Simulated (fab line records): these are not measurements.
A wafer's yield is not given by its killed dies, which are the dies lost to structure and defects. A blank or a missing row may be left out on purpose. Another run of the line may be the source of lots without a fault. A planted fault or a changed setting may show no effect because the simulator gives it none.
A struck lot beside a sound one / flow sky130 / 15 steps out of a route of 708
Sound: the wafers L548.2, L548.3, L548.5. Wafers struck: L562.1, L562.4, L562.6. The cause comes at the end.
Per side, at each step with rows, come the tool, then ch with its chambers, and then its first start. Under that, the readings that differ: sound wafers / struck wafers / difference of the means / sigmas: that difference in standard deviations of wafers without a fault.
alike: a reading whose means differ by less than 2 such deviations, as well as words and numbers matching on both sides. not compared: withheld readings; readings where some wafer has no value; bounds like >300 that might hide an equal value; numbers whose values overlap and for which the record gives no deviation.
The two part at a step that has a row with sigmas, a row that says differs or no value, or rows on one side only. When numbers do not overlap yet have no deviation, they are printed without sigmas and do not part them. A reading missing from all wafers of one side parts the sides only when that side holds two or more wafers.

SKY_GATE_OXIDE_OVL_MEAS_10:
  sound on overlay-02 at day 15 14:28; struck on overlay-01 at day 20 20:48
  alike: GATE_OXIDE_OVL
then, 2 steps without rows for these wafers: SKY_GATE_OXIDE_IMPLANT_11; SKY_GATE_OXIDE_WET_ETCH_12 (etches SiO2 in dHF, target depth 16.8 nm, time 336 s).
SKY_GATE_OXIDE_STRIP_13: strips in O2/N2.
  sound on plasma asher-03 ch 0,1, day 15 14:53; struck on plasma asher-03 ch 0, day 20 21:06
reading=strip time to endpoint s (s); sound=14.22 14.20 14.21; struck=14.09 14.13 14.12; difference=-0.10; sigmas=-2
  alike: drypump motor current A, oes product au
  not compared: rf hours counter h
SKY_GATE_OXIDE_TW_MEAS_14:
  sound on film metro-03 at day 15 15:00; struck on film metro-03 at day 20 21:12
  alike: GATE_OXIDE_TW
then, 3 steps without rows for these wafers: SKY_GATE_OXIDE_CLEAN_15 (cleans in SC1/SC2, time 150 s); SKY_GATE_OXIDE_OXIDATION_16 (stabilise 600 s, purge 300 s, target thk 3.57 nm); SKY_POLY_GATE_CVD_00 (deposits poly-Si, target thk 180 nm, time 720 s).
SKY_POLY_GATE_THK_MEAS_01:
  sound on film metro-03 at day 15 17:50; struck on film metro-02 at day 21 02:06
  alike: POLY_GATE_CVD_00_THK
then, 3 steps without rows for these wafers: SKY_RES_PROTECT_DEHYDRATE_00 (time 60 s); SKY_RES_PROTECT_HMDS_01 (prime time 60 s); SKY_RES_PROTECT_COAT_02 (resist thk 1140 nm).
SKY_RES_PROTECT_SOFTBAKE_03: time 60 s.
  sound on litho track-02 ch 0, day 16 08:28; struck on litho track-02 ch 0, day 21 18:05
reading=heater power total W (W); sound=56.55 56.55 56.60; struck=55.97 55.82 55.81; difference=-0.70; sigmas=-15
reading=plate temp C (C); sound=89.74 89.92 89.90; struck=89.21 89.24 89.30; difference=-0.60; sigmas=-4
then, 1 step without rows for these wafers: SKY_RES_PROTECT_EXPOSE_04 (exposes mask RPM, target cd 1270 nm).
-- here the record skips 29 days between the struck wafers' starts before and after, leaving off in module RES_PROTECT and picking up in module PAD_OPEN (first step shown: number 708 of the route) --
SKY_PAD_OPEN_PROBE_99:
  sound on prober-02 at day 47 12:10; struck on prober-02 at day 50 14:46
  alike: killed_at_M0_to_M3, killed_at_M4_up, killed at contacts, killed at front end, killed at other, killed dies, killed open, killed short

WHERE THEY PART
At SKY_GATE_OXIDE_STRIP_13 first; at SKY_RES_PROTECT_SOFTBAKE_03 last (within this record only). Later steps at which nothing parts them and some readings are alike: SKY_PAD_OPEN_PROBE_99.

WHY: the cause the simulator had injected
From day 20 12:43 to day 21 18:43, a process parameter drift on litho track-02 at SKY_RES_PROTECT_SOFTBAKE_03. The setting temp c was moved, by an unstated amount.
